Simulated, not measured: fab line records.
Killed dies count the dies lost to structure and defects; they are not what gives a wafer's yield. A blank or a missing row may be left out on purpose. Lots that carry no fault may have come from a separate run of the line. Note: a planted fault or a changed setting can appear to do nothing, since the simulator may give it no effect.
What tool caused it? -- flow gf180mcu -- 12 lots (36 wafers sampled), 1 step of a 602-step route

WHAT THE GAUGES READ, wafer by wafer
GF_M2_CD_MEAS_14: the cd target is 280 nm.
lot,measured,on,cd_nm (nm)
L075,day 19 15:30,cd_sem-02,279.8 280.2 279.5
L077,day 20 08:31,cd_sem-01,278.8 277.3 278.2
L079,day 21 05:07,cd_sem-02,278.3 277.4 278.6
L081,day 21 18:04,cd_sem-01,281.6 279.9 280.0
L083,day 22 15:45,cd_sem-01,283.0 281.5 281.7
L085,day 23 07:25,cd_sem-02,281.0 281.2 282.3
L087,day 24 01:52,cd_sem-02,281.8 281.0 281.6
L089,day 24 14:34,cd_sem-02,281.5 280.1 281.6
L091,day 25 03:26,cd_sem-02,280.3 281.6 279.4
L093,day 26 00:29,cd_sem-02,281.5 281.8 281.1
L095,day 26 13:40,cd_sem-02,279.4 279.1 280.3
L097,day 27 02:00,cd_sem-01,279.7 280.5 281.3

EACH LOT AND THE TOOL THAT RAN IT (in order: tool; ch and the chambers of the sampled wafers; start)
No process step before these readings appears in the record.

THE ANSWER, worked out from the rows above alone
Rule: usual is defined by the lots themselves. The widest of any qualifying gaps counts: lots, ordered by their means at a reading, are off when they make up no more than a third of the lots, leave a main group of 4 or more, and stand apart from it by 3 or more times the standard deviation of that group's means. A main group whose means are all the same, to the digits that the tables above print for the reading, isn't used. A lot without any number at a reading at which 4 lots or more have one is off too. Where the step has rows for the other lots, those lots are counted as sound.
Nothing can be told from this: no lot is off at any reading shown.

WHAT WAS PUT IN BY THE SIMULATOR
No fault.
